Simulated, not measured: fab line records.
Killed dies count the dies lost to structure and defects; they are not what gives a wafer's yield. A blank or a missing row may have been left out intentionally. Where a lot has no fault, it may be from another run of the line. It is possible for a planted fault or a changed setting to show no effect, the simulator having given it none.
Comparing a struck lot with a sound one    flow sky130    43 steps out of a route of 708
Sound: wafers L528.3, L528.4, L528.5. Wafers L536.2, L536.3, L536.6 were the ones struck. The cause is given at the end.
At each step with rows: each side's tool, then ch and its chambers, then its first start. Under that, the readings that differ: sound wafers    struck wafers    difference of the means    sigmas: that difference in standard deviations of wafers without a fault.
alike: readings whose means differ by less than 2 such deviations, and words and numbers that are the same on both sides. not compared: withheld readings, readings that some wafer has no value for, bounds like >300 that may hide the same value, and numbers for which the record gives no deviation and whose values overlap.
Wherever a step has rows on one side only, a row that says differs or no value, or a row with sigmas, the two part there. Non-overlapping numbers with no deviation appear without sigmas and do not part them. A reading missing from all wafers of one side parts the sides only when that side holds two or more wafers.

first, 4 steps without rows for these wafers: SKY_VIA3_SOFTBAKE_08 (time 90 s); SKY_VIA3_EXPOSE_09 (exposes mask VIM3, target cd 200 nm); SKY_VIA3_PEB_10; SKY_VIA3_DEVELOP_11 (develop time 60 s).
SKY_VIA3_CD_MEAS_12: target cd 200 nm.
  struck on cd sem-02, day 43 03:37; sound on cd sem-01, day 41 11:56
reading     sound              struck             difference  sigmas
cd nm (nm)  203.0 201.1 202.8  199.9 199.7 199.9  -2.5        -2
SKY_VIA3_OVL_MEAS_13:
  struck on overlay-02, day 43 03:44; sound on overlay-02, day 41 12:01
  alike: VIA3_OVL
SKY_VIA3_ETCH_14: etches BARC in N2/H2, stops on SiO2, time 45.9 s, target depth 60 nm.
  sound on rie diel-04 ch 0,1,3, day 41 12:03; struck on rie diel-02 ch 0,2,3, day 43 03:46
  alike: drypump motor current A, oes product au, throttle valve pct
  not compared: rf hours counter h
then, 5 steps without rows for these wafers: SKY_VIA3_ETCH_15 (etches SiO2 in C4F8/O2/Ar, stops on TiN, target depth 507 nm, time 78 s); SKY_VIA3_STRIP_16 (strips in O2/N2); SKY_VIA3_STRIP_17 (strips in post etch residue remover, time 1200 s); SKY_VIA3_CLEAN_18 (cleans in IPA, time 180 s); SKY_VIA3_CLEAN_19 (cleans in O3/DIW).
SKY_VIA3_SPUTTER_20: material TiN, target thk 20 nm, time 80 s.
  struck on pvd sputter-02, day 43 04:27; sound on pvd sputter-02, day 41 12:45
  alike: throttle valve pct
SKY_VIA3_CVD_21: deposits W, target thk 390 nm, time 117.31 s.
  sound on cvd w-01 ch 0,1, day 41 12:51; struck on cvd w-02 ch 0,1, day 43 04:31
  alike: heater power w, susceptor temp C
SKY_VIA3_RS_MEAS_22: the measuring method here is four-point-probe.
  struck on film metro-02, day 43 04:39; sound on film metro-02, day 41 12:58
reading             sound              struck             difference  sigmas
VIA3_W_RS (ohm/sq)  0.298 0.299 0.301  0.289 0.296 0.290  -0.008      -2
SKY_VIA3_THK_MEAS_23: measures by xrf.
  struck on film metro-02, day 43 04:46; sound on film metro-02, day 41 13:04
  alike: VIA3_W_THK
then, 4 steps without rows for these wafers: SKY_VIA3_CMP_24 (polishes, stops on SiO2, t overpolish 20 s, target thk 0 nm); SKY_METAL4_SPUTTER_00 (material Ti, target thk 15 nm, time 10 s); SKY_METAL4_SPUTTER_01 (material TiN, target thk 20 nm, time 16.7 s); SKY_METAL4_SPUTTER_02 (material AlCu, target thk 735 nm, time 39.1 s).
SKY_METAL4_SPUTTER_03: material Ti, target thk 5 nm, time 3.3 s.
  struck on pvd sputter-01, day 43 05:12; sound on pvd sputter-01, day 41 13:30
  alike: throttle valve pct
then, 2 steps without rows for these wafers: SKY_METAL4_SPUTTER_04 (material TiN, target thk 70 nm, time 58.3 s); SKY_CAP2M_CVD_00 (deposits SiO2, target thk 15.5 nm).
SKY_CAP2M_THK_MEAS_01:
  struck on film metro-04, day 43 05:18; sound on film metro-03, day 41 13:37
  alike: CAP2M_CVD_00_THK
SKY_CAP2M_SPUTTER_02: material TiN, target thk 200 nm, time 166.7 s.
  struck on pvd sputter-02, day 43 05:21; sound on pvd sputter-04, day 41 13:40
  alike: susceptor temp C, throttle valve pct
SKY_CAP2M_RS_MEAS_03: the measuring method here is four-point-probe.
  struck on film metro-03, day 43 05:29; sound on film metro-02, day 41 13:49
  alike: CAP2M_TIN_RS
SKY_CAP2M_THK_MEAS_04: measures by xrf.
  struck on film metro-03, day 43 05:35; sound on film metro-02, day 41 13:55
  alike: CAP2M_TIN_THK
then, 7 steps without rows for these wafers: SKY_CAP2M_DEHYDRATE_05 (time 60 s); SKY_CAP2M_HMDS_06 (prime time 60 s); SKY_CAP2M_COAT_07 (resist thk 1140 nm); SKY_CAP2M_SOFTBAKE_08 (time 60 s); SKY_CAP2M_EXPOSE_09 (exposes mask CAP2M, target cd 1000 nm); SKY_CAP2M_PEB_10; SKY_CAP2M_DEVELOP_11 (develop time 60 s).
SKY_CAP2M_OVL_MEAS_12:
  struck on overlay-01, day 44 03:54; sound on overlay-02, day 42 12:50
  alike: CAP2M_OVL
SKY_CAP2M_METAL_ETCH_13: etches TiN in Cl2/BCl3, stops on SiO2, target depth 220 nm, time 62.9 s.
  sound on rie metal-04 ch 0,1, day 42 12:53; struck on rie metal-04 ch 0,1, day 44 03:56
  alike: drypump motor current A, oes product au, throttle valve pct
  not compared: rf hours counter h
then, 6 steps without rows for these wafers: SKY_CAP2M_STRIP_14 (strips in O2/N2); SKY_CAP2M_STRIP_15 (strips in post etch residue remover, time 1200 s); SKY_CAP2M_CLEAN_16 (cleans in IPA, time 180 s); SKY_CAP2M_CLEAN_17 (cleans in O3/DIW); SKY_METAL4_DEHYDRATE_05 (time 60 s); SKY_METAL4_HMDS_06 (prime time 60 s).
-- the record jumps here: 5 days lie between the struck wafers' starts before and after (it left off in module METAL4 and takes up again in module PAD_OPEN, whose first step shown is number 708 of the route) --
SKY_PAD_OPEN_PROBE_99:
  struck on prober-02, day 48 16:46; sound on prober-02, day 47 07:14
reading                                sound                struck                                                                      difference                    sigmas
hold                                   - - -                await dispo/5.0h/release await dispo/5.0h/release await dispo/5.0h/release  no value on the sound wafers  
defect limited yield (%)               81.7 85.4 81.7       71.1 73.0 78.0                                                              -8.9                          -5
killed_at_M0_to_M3                     58 42 46             91 91 77                                                                    +38                           +5
killed dies                            90 72 90             142 133 108                                                                 +44                           +5
sort_bin_3_pad_short (%)               0.6 0.6 1.0          2.0 1.6 2.4                                                                 +1.3                          +3
sort_bin_5_function (%)                11.8 8.1 9.6         17.9 19.5 12.6                                                              +6.8                          +5
sort n pass                            402 420 402          350 359 384                                                                 -44                           -5
sort yield pct (%)                     81.7 85.4 81.7       71.1 73.0 78.0                                                              -8.9                          -5
model.etest.tester.sort n pass         402 420 402          350 359 384                                                                 -44                           
model.etest.tester.sort yield pct (%)  81.71 85.37 81.71    71.14 72.97 78.05                                                           -8.88                         
model.etest.tester.sort_bin_5_pct (%)  11.79 8.13 9.553     17.89 19.51 12.6                                                            +6.84                         
model.etest.tester.sort_bin_3_pct (%)  0.6098 0.6098 1.016  2.033 1.626 2.439                                                           +1.287                        
  alike: killed_at_M4_up, killed at contacts, killed at front end, killed at other, killed open, killed short, sort_bin_6_memory

== WHERE THEY PART ==
At SKY_VIA3_CD_MEAS_12 first; at SKY_PAD_OPEN_PROBE_99 last (within this record only).

WHY: what the simulator had put in
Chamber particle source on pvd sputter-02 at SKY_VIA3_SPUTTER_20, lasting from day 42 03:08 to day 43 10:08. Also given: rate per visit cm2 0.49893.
